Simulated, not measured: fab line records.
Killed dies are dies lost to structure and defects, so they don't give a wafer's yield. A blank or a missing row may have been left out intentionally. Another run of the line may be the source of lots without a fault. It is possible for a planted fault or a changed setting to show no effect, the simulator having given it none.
fab line records	flow sky130
[record] lots = 5	wafers = 15	last-day = 50
route steps=708 shown POLY_CUT@310 SD_P@320 RES_XHIGH@332
lots untouched by any fault: they come from a run of this same line in which no faults occurred
start-h: the number of hours between the record's first day and the start of the first shown wafer of the lot	wait-h: hours since the lot's step before	" the same as in the row above	L1.1+2: one row covering several wafers at once	- no value, or no start given	* or withheld: withheld	< > ~ a bound
route shown NAME@n: NAME is a module with steps in the file, n the number in the route of the first one	usual: the fault-free wafers' mean and standard deviation	same: alike in all rows	chamber/n: place in a boat	sites: readings site by site	_std_site: standard deviation of those values	_edge_site: inner sites' mean taken away from outer sites' mean	radius-mm: how far each site lies from the wafer's centre	mask NAME#n: copy n	behind: tool/chamber where the wafer was last shaped	hold: what put the lot on hold/how long, in hours/how the hold closed	device: names the non-switching transistor (n, p or np)	end of line: the tests these same wafers got at the end of their route	where a step has no rows: the recipe by itself	killed: the dies lost at the first sort to structure and to defects; this is not the yield of the wafer	map: the dies of a wafer, with x for killed, . for not killed, _ for no die there
set.NAME: the setting that was run; set.NAME@STEP: the one run at that earlier step	model.NAME: the simulator's own value behind a step, which no gauge read
lots at some steps of the route; a table a step, a row a wafer
services: a tool's chamber out of use, with start hour (start-h, from the record's first day; less than 0 if before it), hours out, and reason
[[steps]]
[step SKY_POLY_CUT_COAT_03]
[recipe] resist = KrF-thick	spin-rpm = 3000	resist-thk-nm = 450
[usual] resist-line-temp-C = 23.01/0.11
lot.wafer	tool	chamber	start-h	wait-h	resist-line-temp-C
L075.2	litho-track-01	0	-	-	22.91
L075.3	"	0	"	"	22.82
L075.6	"	0	"	"	23.07
L085.1	litho-track-03	0	-	-	23.06
L085.4	"	0	"	"	22.99
L085.6	"	0	"	"	23.12
L088.1	litho-track-01	0	-	-	23.09
L088.3	"	0	"	"	23.08
L088.5	"	0	"	"	23.19
L090.2	litho-track-04	0	-	-	23.29
L090.4	"	0	"	"	23.07
L090.5	"	0	"	"	23.10
L096.1	litho-track-01	0	-	-	22.80
L096.5	"	0	"	"	22.75
L096.6	"	0	"	"	22.85
[step SKY_POLY_CUT_SOFTBAKE_04]
[recipe] temp-c = 100	time-s = 90	resist = KrF-thick
[usual] resist-line-temp-C = 22.99/0.12
lot.wafer	tool	chamber	start-h	wait-h	resist-line-temp-C
L075.2	litho-track-01	0	-	-	22.83
L075.3	"	0	"	"	22.86
L075.6	"	0	"	"	22.85
L085.1	litho-track-03	0	-	-	22.96
L085.4	"	0	"	"	22.99
L085.6	"	0	"	"	22.81
L088.1	litho-track-01	0	-	-	22.82
L088.3	"	0	"	"	23.19
L088.5	"	0	"	"	23.17
L090.2	litho-track-04	0	-	-	22.98
L090.4	"	0	"	"	23.06
L090.5	"	0	"	"	22.98
L096.1	litho-track-01	0	-	-	22.89
L096.5	"	0	"	"	23.05
L096.6	"	0	"	"	23.05
[step SKY_POLY_CUT_EXPOSE_05]
[recipe] mask-id = NPCM	na = 0.8	source-shape = annular	sigma-inner = 0.55	sigma-outer = 0.85	target-cd-nm = 270	dose-mj = 32
[same] na = 0.8
lot.wafer	tool	chamber	start-h	wait-h	mask
L075.2+3+6	krf-scanner-02	0	-	-	NPCM#0
L085.1+4+6	krf-scanner-01	0	-	-	NPCM#0
L088.1+3+5	krf-scanner-02	0	-	-	NPCM#0
L090.2+4+5	krf-scanner-01	0	-	-	NPCM#0
L096.1+5+6	krf-scanner-01	0	-	-	NPCM#0
[step SKY_POLY_CUT_PEB_06]
[recipe] peb-temp-c = withheld	peb-time-s = withheld	resist = KrF-thick
[usual] resist-line-temp-C = *
lot.wafer	tool	chamber	start-h	wait-h	resist-line-temp-C
L075.2	litho-track-04	0	-	-	*
L075.3	"	0	"	"	*
L075.6	"	0	"	"	*
L085.1	litho-track-04	0	-	-	*
L085.4	"	0	"	"	*
L085.6	"	0	"	"	*
L088.1	litho-track-03	0	-	-	*
L088.3	"	0	"	"	*
L088.5	"	0	"	"	*
L090.2	litho-track-03	0	-	-	*
L090.4	"	0	"	"	*
L090.5	"	0	"	"	*
L096.1	litho-track-03	0	-	-	*
L096.5	"	0	"	"	*
L096.6	"	0	"	"	*
[step SKY_POLY_CUT_DEVELOP_07]
[recipe] develop-time-s = 60	resist = KrF-thick	dev-temp-c = 21
[usual] resist-line-temp-C = 23.02/0.12
lot.wafer	tool	chamber	start-h	wait-h	resist-line-temp-C
L075.2	litho-track-04	0	-	-	23.09
L075.3	"	0	"	"	23.10
L075.6	"	0	"	"	23.09
L085.1	litho-track-04	0	-	-	23.12
L085.4	"	0	"	"	23.12
L085.6	"	0	"	"	23.00
L088.1	litho-track-03	0	-	-	23.09
L088.3	"	0	"	"	22.93
L088.5	"	0	"	"	22.84
L090.2	litho-track-03	0	-	-	23.05
L090.4	"	0	"	"	22.85
L090.5	"	0	"	"	22.93
L096.1	litho-track-03	0	-	-	22.88
L096.5	"	0	"	"	22.94
L096.6	"	0	"	"	23.06
[step SKY_POLY_CUT_CD_MEAS_08]
[recipe] target-cd-nm = 270
[usual] cd-nm = 270.4/1.4
lot.wafer	tool	chamber	start-h	wait-h	cd-nm
L075.2	cd-sem-01	-	569.02	-	270.9
L075.3	"	-	"	"	271.8
L075.6	"	-	"	"	270.9
L085.1	cd-sem-01	-	655.90	-	271.9
L085.4	"	-	"	"	271.0
L085.6	"	-	"	"	271.1
L088.1	cd-sem-01	-	681.51	-	270.0
L088.3	"	-	"	"	271.0
L088.5	"	-	"	"	270.2
L090.2	cd-sem-01	-	696.18	-	272.3
L090.4	"	-	"	"	270.6
L090.5	"	-	"	"	270.2
L096.1	cd-sem-02	-	739.36	-	272.2
L096.5	"	-	"	"	270.2
L096.6	"	-	"	"	269.2
[step SKY_POLY_CUT_OVL_MEAS_09]
[usual] POLY_CUT_OVL = -3/4.4
lot.wafer	tool	chamber	start-h	wait-h	POLY_CUT_OVL[nm]
L075.2	overlay-01	-	569.12	0.1	-9
L075.3	"	-	"	"	-1
L075.6	"	-	"	"	-2
L085.1	overlay-01	-	656.02	0.1	-3
L085.4	"	-	"	"	-14
L085.6	"	-	"	"	-5
L088.1	overlay-01	-	681.63	0.1	-4
L088.3	"	-	"	"	-7
L088.5	"	-	"	"	-5
L090.2	overlay-01	-	696.28	0.1	-1
L090.4	"	-	"	"	1
L090.5	"	-	"	"	0
L096.1	overlay-02	-	739.48	0.1	-5
L096.5	"	-	"	"	1
L096.6	"	-	"	"	-6
[step SKY_POLY_CUT_ETCH_10]
[recipe] chemistry = N2/H2	target = BARC	ion-energy-ev = 200	source-w = 500	bias-w = 100	pressure-mtorr = 30	n2-flow-sccm = 100	h2-flow-sccm = 200	stop-on = SiO2	time-s = 45.9	target-depth-a = 600
[usual] drypump-motor-current-A = 5.7/0.36	oes-product-au = 0.854/0.0046	rf-fwd-power-W = 494.9/2.3	throttle-valve-pct = 13.225/0.0087
lot.wafer	tool	chamber	start-h	wait-h	drypump-motor-current-A	oes-product-au	rf-fwd-power-W	rf-hours-counter-h	throttle-valve-pct
L075.2	rie-diel-03	2	569.15	0.0	5.4	0.859	495.8	5	13.227
L075.3	"	1	"	"	5.6	0.857	495.5	31	13.212
L075.6	"	2	"	"	5.3	0.850	497.4	-	13.194
L085.1	rie-diel-04	0	656.05	0.0	5.9	0.852	490.8	25	13.212
L085.4	"	3	"	"	5.7	0.850	499.9	20	13.236
L085.6	"	2	"	"	6.4	0.850	494.6	-	13.234
L088.1	rie-diel-04	3	681.66	0.0	5.8	0.855	497.3	21	13.210
L088.3	"	0	"	"	5.9	0.857	493.4	26	13.230
L088.5	"	0	"	"	5.9	0.863	490.9	-	13.223
L090.2	rie-diel-03	0	696.31	0.0	5.8	0.854	497.1	5	13.227
L090.4	"	1	"	"	5.6	0.849	495.9	33	13.222
L090.5	"	2	"	"	5.4	0.855	493.8	-	13.216
L096.1	rie-diel-04	1	739.51	0.0	6.0	0.850	493.6	22	13.224
L096.5	"	3	"	"	5.7	0.856	495.6	-	13.225
L096.6	"	0	"	"	5.9	0.848	493.6	-	13.238
[step SKY_POLY_CUT_ETCH_11]
[recipe] target = Si3N4	chemistry = CF4/CH2F2/Ar	stop-on = poly-Si	source-w = 600	bias-w = 150	pressure-mtorr = 40	cf4-flow-sccm = 40	ch2f2-flow-sccm = 20	Ar_flow_sccm = 150	time-s = 42.5	target-depth-a = 600
[usual] drypump-motor-current-A = 5.7/0.36	oes-product-au = 0.829/0.0062	rf-fwd-power-W = 593.9/3	throttle-valve-pct = 14.995/0.0085
lot.wafer	tool	chamber	start-h	wait-h	drypump-motor-current-A	oes-product-au	rf-fwd-power-W	rf-hours-counter-h	throttle-valve-pct
L075.2	rie-diel-03	2	569.19	0.0	5.3	0.833	595.0	5	14.994
L075.3	"	1	"	"	5.5	0.824	593.8	31	14.981
L075.6	"	2	"	"	5.3	0.814	597.2	-	15.004
L085.1	rie-diel-04	0	656.09	0.0	5.9	0.835	589.2	25	15.022
L085.4	"	3	"	"	5.7	0.823	594.2	20	14.984
L085.6	"	2	"	"	6.4	0.836	589.8	-	14.983
L088.1	rie-diel-04	3	681.70	0.0	5.7	0.830	596.4	21	14.979
L088.3	"	0	"	"	5.9	0.824	590.5	26	15.011
L088.5	"	0	"	"	5.9	0.831	589.9	-	15.005
L090.2	rie-diel-03	0	696.35	0.0	5.8	0.829	596.7	5	15.007
L090.4	"	1	"	"	5.6	0.836	595.4	33	14.989
L090.5	"	2	"	"	5.3	0.826	594.1	-	14.991
L096.1	rie-diel-04	1	739.55	0.0	5.9	0.822	594.2	22	14.991
L096.5	"	3	"	"	5.7	0.827	596.7	-	14.998
L096.6	"	0	"	"	5.8	0.824	587.2	-	15.005
[step SKY_POLY_CUT_STRIP_12]
[recipe] chemistry = O2/N2	power-w = 1400	pressure-mtorr = 1500	platen-temp-c = withheld	o2-flow-sccm = 3000	n2-flow-sccm = 300	overash-fraction = 0.5
[usual] drypump-motor-current-A = 5.7/0.35	oes-product-au = 0.452/0.0046	strip-time-to-endpoint-s = 5.351/0.018
lot.wafer	tool	chamber	start-h	wait-h	drypump-motor-current-A	oes-product-au	rf-hours-counter-h	strip-time-to-endpoint-s
L075.2	plasma-asher-02	0	569.23	0.0	5.9	0.450	70	5.364
L075.3	"	0	"	"	6.0	0.445	-	5.348
L075.6	"	0	"	"	6.0	0.454	-	5.346
L085.1	plasma-asher-03	0	656.13	0.0	6.0	0.447	96	5.357
L085.4	"	1	"	"	5.9	0.449	-	5.332
L085.6	"	0	"	"	6.0	0.453	-	5.346
L088.1	plasma-asher-03	0	681.74	0.0	6.0	0.447	99	5.354
L088.3	"	1	"	"	5.9	0.443	-	5.372
L088.5	"	0	"	"	6.0	0.462	-	5.347
L090.2	plasma-asher-02	1	696.39	0.0	5.7	0.456	80	5.340
L090.4	"	0	"	"	6.0	0.464	-	5.364
L090.5	"	1	"	"	5.7	0.459	-	5.391
L096.1	plasma-asher-02	0	739.59	0.0	6.1	0.457	85	5.360
L096.5	"	1	"	"	5.7	0.457	-	5.357
L096.6	"	0	"	"	6.0	0.447	-	5.352
[step SKY_SD_P_DEHYDRATE_00]
[recipe] temp-c = 200	time-s = 60
[usual] resist-line-temp-C = 22.97/0.1
lot.wafer	tool	chamber	start-h	wait-h	resist-line-temp-C
L075.2	litho-track-02	0	583.60	14.3	23.01
L075.3	"	0	"	"	22.91
L075.6	"	0	"	"	22.98
L085.1	litho-track-02	0	670.47	14.3	22.75
L085.4	"	0	"	"	23.00
L085.6	"	0	"	"	22.88
L088.1	litho-track-03	0	695.21	13.4	22.99
L088.3	"	0	"	"	22.84
L088.5	"	0	"	"	22.87
L090.2	litho-track-03	0	710.18	13.8	22.98
L090.4	"	0	"	"	22.81
L090.5	"	0	"	"	23.04
L096.1	litho-track-03	0	751.86	12.2	23.01
L096.5	"	0	"	"	22.97
L096.6	"	0	"	"	23.02
[step SKY_SD_P_HMDS_01]
[recipe] prime-time-s = 60	prime-temp-c = 120
[usual] resist-line-temp-C = 23.01/0.1
lot.wafer	tool	chamber	start-h	wait-h	resist-line-temp-C
L075.2	litho-track-02	0	583.75	0.1	22.98
L075.3	"	0	"	"	23.09
L075.6	"	0	"	"	22.96
L085.1	litho-track-02	0	670.62	0.1	22.78
L085.4	"	0	"	"	23.00
L085.6	"	0	"	"	22.89
L088.1	litho-track-03	0	695.36	0.1	23.04
L088.3	"	0	"	"	23.15
L088.5	"	0	"	"	23.17
L090.2	litho-track-03	0	710.33	0.1	23.10
L090.4	"	0	"	"	22.96
L090.5	"	0	"	"	22.96
L096.1	litho-track-03	0	752.01	0.1	23.07
L096.5	"	0	"	"	23.01
L096.6	"	0	"	"	23.05
[step SKY_SD_P_COAT_02]
[recipe] resist = NOVOLAK	spin-rpm = 3000	resist-thk-nm = 1140
[usual] resist-line-temp-C = 22.98/0.11
lot.wafer	tool	chamber	start-h	wait-h	resist-line-temp-C
L075.2	litho-track-02	0	583.90	0.1	23.01
L075.3	"	0	"	"	23.07
L075.6	"	0	"	"	22.98
L085.1	litho-track-02	0	670.77	0.1	23.12
L085.4	"	0	"	"	22.93
L085.6	"	0	"	"	23.01
L088.1	litho-track-03	0	695.51	0.1	22.84
L088.3	"	0	"	"	22.87
L088.5	"	0	"	"	22.99
L090.2	litho-track-03	0	710.48	0.1	22.82
L090.4	"	0	"	"	22.92
L090.5	"	0	"	"	22.69
L096.1	litho-track-03	0	752.16	0.1	23.03
L096.5	"	0	"	"	23.00
L096.6	"	0	"	"	23.08
[step SKY_SD_P_SOFTBAKE_03]
[recipe] temp-c = 90	time-s = 60	resist = NOVOLAK
[usual] resist-line-temp-C = 22.99/0.1
lot.wafer	tool	chamber	start-h	wait-h	resist-line-temp-C
L075.2	litho-track-02	0	584.05	0.1	22.99
L075.3	"	0	"	"	22.98
L075.6	"	0	"	"	23.15
L085.1	litho-track-02	0	670.92	0.1	22.93
L085.4	"	0	"	"	23.14
L085.6	"	0	"	"	23.12
L088.1	litho-track-03	0	695.66	0.1	23.02
L088.3	"	0	"	"	22.81
L088.5	"	0	"	"	23.07
L090.2	litho-track-03	0	710.63	0.1	22.98
L090.4	"	0	"	"	22.88
L090.5	"	0	"	"	23.03
L096.1	litho-track-03	0	752.31	0.1	23.03
L096.5	"	0	"	"	22.89
L096.6	"	0	"	"	22.92
[step SKY_SD_P_EXPOSE_04]
[recipe] mask-id = PSDM	na = 0.6	source-shape = conventional	sigma-outer = 0.6	polarization = unpolarized	target-cd-nm = 380	dose-mj = 138
[same] na = 0.6
lot.wafer	tool	chamber	start-h	wait-h	mask
L075.2+3+6	iline-stepper-02	0	-	-	PSDM#0
L085.1+4+6	iline-stepper-01	0	-	-	PSDM#0
L088.1+3+5	iline-stepper-02	0	-	-	PSDM#0
L090.2+4+5	iline-stepper-01	0	-	-	PSDM#0
L096.1+5+6	iline-stepper-02	0	-	-	PSDM#0
[step SKY_SD_P_PEB_05]
[recipe] temp-c = withheld	time-s = *	resist = NOVOLAK
[usual] resist-line-temp-C = *
lot.wafer	tool	chamber	start-h	wait-h	resist-line-temp-C
L075.2	litho-track-01	0	-	-	*
L075.3	"	0	"	"	*
L075.6	"	0	"	"	*
L085.1	litho-track-02	0	-	-	*
L085.4	"	0	"	"	*
L085.6	"	0	"	"	*
L088.1	litho-track-02	0	-	-	*
L088.3	"	0	"	"	*
L088.5	"	0	"	"	*
L090.2	litho-track-01	0	-	-	*
L090.4	"	0	"	"	*
L090.5	"	0	"	"	*
L096.1	litho-track-01	0	-	-	*
L096.5	"	0	"	"	*
L096.6	"	0	"	"	*
[step SKY_SD_P_DEVELOP_06]
[recipe] resist = NOVOLAK	developer = TMAH	develop-time-s = 60	dev-temp-c = 23
[usual] resist-line-temp-C = 23.02/0.13
lot.wafer	tool	chamber	start-h	wait-h	resist-line-temp-C
L075.2	litho-track-01	0	598.82	0.1	23.13
L075.3	"	0	"	"	23.08
L075.6	"	0	"	"	23.05
L085.1	litho-track-02	0	683.87	0.1	23.00
L085.4	"	0	"	"	22.88
L085.6	"	0	"	"	22.98
L088.1	litho-track-02	0	710.17	0.1	22.97
L088.3	"	0	"	"	23.18
L088.5	"	0	"	"	22.80
L090.2	litho-track-01	0	724.42	0.1	23.03
L090.4	"	0	"	"	22.95
L090.5	"	0	"	"	22.84
L096.1	litho-track-01	0	766.30	0.1	23.11
L096.5	"	0	"	"	23.13
L096.6	"	0	"	"	22.94
[step SKY_SD_P_CD_MEAS_07]
[recipe] target-cd-nm = 380
[usual] cd-nm = 380.7/2.5
lot.wafer	tool	chamber	start-h	wait-h	cd-nm
L075.2	cd-sem-02	-	598.97	0.1	380.7
L075.3	"	-	"	"	377.1
L075.6	"	-	"	"	377.9
L085.1	cd-sem-01	-	684.02	0.1	383.4
L085.4	"	-	"	"	381.4
L085.6	"	-	"	"	382.3
L088.1	cd-sem-02	-	710.32	0.1	379.7
L088.3	"	-	"	"	379.0
L088.5	"	-	"	"	379.2
L090.2	cd-sem-02	-	724.57	0.1	380.2
L090.4	"	-	"	"	381.0
L090.5	"	-	"	"	379.1
L096.1	cd-sem-02	-	766.45	0.1	376.1
L096.5	"	-	"	"	377.3
L096.6	"	-	"	"	375.2
[step SKY_SD_P_OVL_MEAS_08]
[usual] SD_P_OVL = 0.3/1.5
lot.wafer	tool	chamber	start-h	wait-h	SD_P_OVL[nm]
L075.2	overlay-01	-	599.07	0.1	2.8
L075.3	"	-	"	"	2.3
L075.6	"	-	"	"	3.6
L085.1	overlay-02	-	684.14	0.1	0.4
L085.4	"	-	"	"	0.7
L085.6	"	-	"	"	1.5
L088.1	overlay-01	-	710.44	0.1	1.2
L088.3	"	-	"	"	1.2
L088.5	"	-	"	"	1.3
L090.2	overlay-01	-	724.67	0.1	-1.1
L090.4	"	-	"	"	0.3
L090.5	"	-	"	"	-0.6
L096.1	overlay-01	-	766.57	0.1	-0.9
L096.5	"	-	"	"	1.9
L096.6	"	-	"	"	0.8
[step SKY_SD_P_IMPLANT_09]
[recipe] species = BF2	energy-kev = 20	dose-cm2 = 3e+15	tilt-deg = 0
[usual] end-station-pressure-torr = 1.47e-05/1.3e-06
lot.wafer	tool	chamber	start-h	wait-h	end-station-pressure-torr
L075.2	implanter-04	0	599.13	0.0	1.48e-05
L075.3	"	0	"	"	1.54e-05
L075.6	"	0	"	"	1.51e-05
L085.1	implanter-03	0	684.18	0.0	1.51e-05
L085.4	"	0	"	"	1.41e-05
L085.6	"	0	"	"	1.38e-05
L088.1	implanter-03	0	710.48	0.0	1.35e-05
L088.3	"	0	"	"	1.41e-05
L088.5	"	0	"	"	1.32e-05
L090.2	implanter-03	0	724.73	0.0	1.32e-05
L090.4	"	0	"	"	1.29e-05
L090.5	"	0	"	"	1.36e-05
L096.1	implanter-03	0	766.60	0.0	1.32e-05
L096.5	"	0	"	"	1.39e-05
L096.6	"	0	"	"	1.42e-05
[step SKY_SD_P_STRIP_10]
[recipe] chemistry = O2/N2	power-w = 1400	pressure-mtorr = 1500	platen-temp-c = withheld	o2-flow-sccm = 3000	n2-flow-sccm = 300	overash-fraction = 0.5
[usual] drypump-motor-current-A = 5.7/0.32	oes-product-au = 0.617/0.0043	strip-time-to-endpoint-s = 17.49/0.037
lot.wafer	tool	chamber	start-h	wait-h	drypump-motor-current-A	oes-product-au	rf-hours-counter-h	strip-time-to-endpoint-s
L075.2	plasma-asher-01	0	599.25	0.1	5.9	0.611	48	17.50
L075.3	"	0	"	"	5.9	0.619	-	17.48
L075.6	"	1	"	"	5.8	0.623	-	17.47
L085.1	plasma-asher-04	0	684.33	0.1	5.8	0.624	26	17.48
L085.4	"	0	"	"	5.7	0.614	-	17.50
L085.6	"	0	"	"	5.7	0.618	-	17.51
L088.1	plasma-asher-01	0	710.63	0.1	5.9	0.615	59	17.53
L088.3	"	0	"	"	5.9	0.629	-	17.53
L088.5	"	1	"	"	5.8	0.622	-	17.56
L090.2	plasma-asher-02	1	724.85	0.1	5.7	0.613	83	17.45
L090.4	"	1	"	"	5.7	0.622	-	17.43
L090.5	"	0	"	"	6.1	0.617	-	17.45
L096.1	plasma-asher-04	1	766.75	0.1	5.0	0.621	35	17.49
L096.5	"	1	"	"	5.0	0.627	-	17.50
L096.6	"	0	"	"	5.8	0.609	-	17.51
[step SKY_SD_P_TW_MEAS_11]
[usual] SD_P_TW = 2845/16
lot.wafer	tool	chamber	start-h	wait-h	SD_P_TW
L075.2	film-metro-04	-	599.36	0.1	2850
L075.3	"	-	"	"	2846
L075.6	"	-	"	"	2843
L085.1	film-metro-03	-	684.43	0.1	2837
L085.4	"	-	"	"	2851
L085.6	"	-	"	"	2839
L088.1	film-metro-03	-	710.73	0.1	2854
L088.3	"	-	"	"	2845
L088.5	"	-	"	"	2854
L090.2	film-metro-01	-	724.96	0.1	2819
L090.4	"	-	"	"	2819
L090.5	"	-	"	"	2817
L096.1	film-metro-03	-	766.85	0.1	2845
L096.5	"	-	"	"	2836
L096.6	"	-	"	"	2851
[step SKY_RES_XHIGH_DEHYDRATE_00]
[recipe] temp-c = 200	time-s = 60
[usual] resist-line-temp-C = 23.01/0.11
lot.wafer	tool	chamber	start-h	wait-h	resist-line-temp-C
L075.2	litho-track-04	0	613.52	14.1	23.12
L075.3	"	0	"	"	23.09
L075.6	"	0	"	"	23.16
L085.1	litho-track-04	0	698.30	13.9	22.97
L085.4	"	0	"	"	22.93
L085.6	"	0	"	"	23.01
L088.1	litho-track-02	0	723.72	13.0	23.01
L088.3	"	0	"	"	22.71
L088.5	"	0	"	"	22.91
L090.2	litho-track-02	0	738.85	13.9	23.02
L090.4	"	0	"	"	23.05
L090.5	"	0	"	"	23.23
L096.1	litho-track-03	0	779.01	12.1	23.09
L096.5	"	0	"	"	23.15
L096.6	"	0	"	"	23.02
[step SKY_RES_XHIGH_HMDS_01]
[recipe] prime-time-s = 60	prime-temp-c = 120
[usual] resist-line-temp-C = 22.99/0.11
lot.wafer	tool	chamber	start-h	wait-h	resist-line-temp-C
L075.2	litho-track-04	0	613.67	0.1	23.06
L075.3	"	0	"	"	23.01
L075.6	"	0	"	"	23.01
L085.1	litho-track-04	0	698.45	0.1	23.06
L085.4	"	0	"	"	22.97
L085.6	"	0	"	"	23.05
L088.1	litho-track-02	0	723.87	0.1	22.81
L088.3	"	0	"	"	22.85
L088.5	"	0	"	"	22.87
L090.2	litho-track-02	0	739.00	0.1	23.23
L090.4	"	0	"	"	23.11
L090.5	"	0	"	"	23.16
L096.1	litho-track-03	0	779.16	0.1	22.93
L096.5	"	0	"	"	23.06
L096.6	"	0	"	"	22.87
[step SKY_RES_XHIGH_COAT_02]
[recipe] resist = NOVOLAK	spin-rpm = 3000	resist-thk-nm = 1140
[usual] resist-line-temp-C = 23.01/0.12
lot.wafer	tool	chamber	start-h	wait-h	resist-line-temp-C
L075.2	litho-track-04	0	613.82	0.1	23.02
L075.3	"	0	"	"	23.00
L075.6	"	0	"	"	22.86
L085.1	litho-track-04	0	698.60	0.1	22.93
L085.4	"	0	"	"	23.11
L085.6	"	0	"	"	23.06
L088.1	litho-track-02	0	724.02	0.1	23.21
L088.3	"	0	"	"	22.94
L088.5	"	0	"	"	23.14
L090.2	litho-track-02	0	739.15	0.1	22.92
L090.4	"	0	"	"	22.91
L090.5	"	0	"	"	22.83
L096.1	litho-track-03	0	779.31	0.1	23.12
L096.5	"	0	"	"	22.94
L096.6	"	0	"	"	22.91
[step SKY_RES_XHIGH_SOFTBAKE_03]
[recipe] temp-c = 90	time-s = 60	resist = NOVOLAK
[usual] resist-line-temp-C = 23.02/0.095
lot.wafer	tool	chamber	start-h	wait-h	resist-line-temp-C
L075.2	litho-track-04	0	613.97	0.1	22.96
L075.3	"	0	"	"	22.97
L075.6	"	0	"	"	23.01
L085.1	litho-track-04	0	698.75	0.1	23.09
L085.4	"	0	"	"	23.19
L085.6	"	0	"	"	23.02
L088.1	litho-track-02	0	724.17	0.1	23.14
L088.3	"	0	"	"	23.10
L088.5	"	0	"	"	23.01
L090.2	litho-track-02	0	739.30	0.1	22.89
L090.4	"	0	"	"	22.94
L090.5	"	0	"	"	22.96
L096.1	litho-track-03	0	779.46	0.1	22.98
L096.5	"	0	"	"	22.93
L096.6	"	0	"	"	22.98
[step SKY_RES_XHIGH_EXPOSE_04]
[recipe] mask-id = URPM	na = 0.6	source-shape = conventional	sigma-outer = 0.6	polarization = unpolarized	target-cd-nm = 1270	dose-mj = 140
[same] na = 0.6
lot.wafer	tool	chamber	start-h	wait-h	mask
L075.2+3+6	iline-stepper-01	0	-	-	URPM#0
L085.1+4+6	iline-stepper-02	0	-	-	URPM#0
L088.1+3+5	iline-stepper-01	0	-	-	URPM#0
L090.2+4+5	iline-stepper-01	0	-	-	URPM#0
L096.1+5+6	iline-stepper-01	0	-	-	URPM#0
[step SKY_RES_XHIGH_PEB_05]
[recipe] temp-c = withheld	time-s = *	resist = NOVOLAK
[usual] resist-line-temp-C = *
lot.wafer	tool	chamber	start-h	wait-h	resist-line-temp-C
L075.2	litho-track-02	0	-	-	*
L075.3	"	0	"	"	*
L075.6	"	0	"	"	*
L085.1	litho-track-04	0	-	-	*
L085.4	"	0	"	"	*
L085.6	"	0	"	"	*
L088.1	litho-track-03	0	-	-	*
L088.3	"	0	"	"	*
L088.5	"	0	"	"	*
L090.2	litho-track-03	0	-	-	*
L090.4	"	0	"	"	*
L090.5	"	0	"	"	*
L096.1	litho-track-04	0	-	-	*
L096.5	"	0	"	"	*
L096.6	"	0	"	"	*
[step SKY_RES_XHIGH_DEVELOP_06]
[recipe] resist = NOVOLAK	developer = TMAH	develop-time-s = 60	dev-temp-c = 23
[usual] resist-line-temp-C = 23.00/0.11
lot.wafer	tool	chamber	start-h	wait-h	resist-line-temp-C
L075.2	litho-track-02	0	628.60	0.1	23.10
L075.3	"	0	"	"	23.07
L075.6	"	0	"	"	22.94
L085.1	litho-track-04	0	712.50	0.1	23.05
L085.4	"	0	"	"	22.93
L085.6	"	0	"	"	22.93
L088.1	litho-track-03	0	738.26	0.1	23.04
L088.3	"	0	"	"	22.97
L088.5	"	0	"	"	23.04
L090.2	litho-track-03	0	751.73	0.1	23.03
L090.4	"	0	"	"	22.82
L090.5	"	0	"	"	22.97
L096.1	litho-track-04	0	792.40	0.1	23.13
L096.5	"	0	"	"	23.17
L096.6	"	0	"	"	22.93
[step SKY_RES_XHIGH_IMPLANT_07]
[recipe] species = BF2	energy-kev = 20	dose-cm2 = 3.6e+14	tilt-deg = 0
[usual] end-station-pressure-torr = 5.25e-06/2.8e-07
lot.wafer	tool	chamber	start-h	wait-h	end-station-pressure-torr
L075.2	implanter-01	0	628.75	0.1	5.76e-06
L075.3	"	0	"	"	5.3e-06
L075.6	"	0	"	"	5.61e-06
L085.1	implanter-01	0	712.65	0.1	5.74e-06
L085.4	"	0	"	"	4.89e-06
L085.6	"	0	"	"	5.91e-06
L088.1	implanter-02	0	738.41	0.1	5.08e-06
L088.3	"	0	"	"	5.28e-06
L088.5	"	0	"	"	5.34e-06
L090.2	implanter-03	0	751.88	0.1	5.4e-06
L090.4	"	0	"	"	5.09e-06
L090.5	"	0	"	"	5.42e-06
L096.1	implanter-01	0	792.55	0.1	4.87e-06
L096.5	"	0	"	"	5.06e-06
L096.6	"	0	"	"	5.26e-06
[[services]]
tool	chamber	start-h	hours	kind
iline-stepper-01	-	532.16	4.1	repair
iline-stepper-01	-	539.05	2.1	repair
rie-diel-03	1	548.24	1.5	repair
iline-stepper-02	-	549.17	11.5	repair
implanter-03	-	559.19	1.7	repair
rie-diel-03	2	570.05	13.1	repair
plasma-asher-02	-	585.15	2.8	pm
rie-diel-03	-	589.35	2.8	pm
iline-stepper-01	-	592.87	1.7	pm
rie-diel-03	2	594.76	2.5	repair
plasma-asher-02	-	599.15	7.2	repair
rie-diel-04	2	616.03	16.7	repair
rie-diel-04	-	617.70	0.5	repair
rie-diel-03	1	632.57	12.1	repair
iline-stepper-02	-	662.18	8.9	pm
iline-stepper-02	-	671.07	1.7	pm
rie-diel-03	0	679.88	3.5	repair
plasma-asher-02	-	681.34	8.2	repair
implanter-03	-	686.66	3.2	pm
rie-diel-03	-	716.70	0.5	repair
rie-diel-04	3	735.03	1.8	repair
iline-stepper-01	-	750.00	6.9	repair
implanter-03	-	780.98	1.4	repair
implanter-03	-	790.14	2.9	repair
[[key]]
fault none
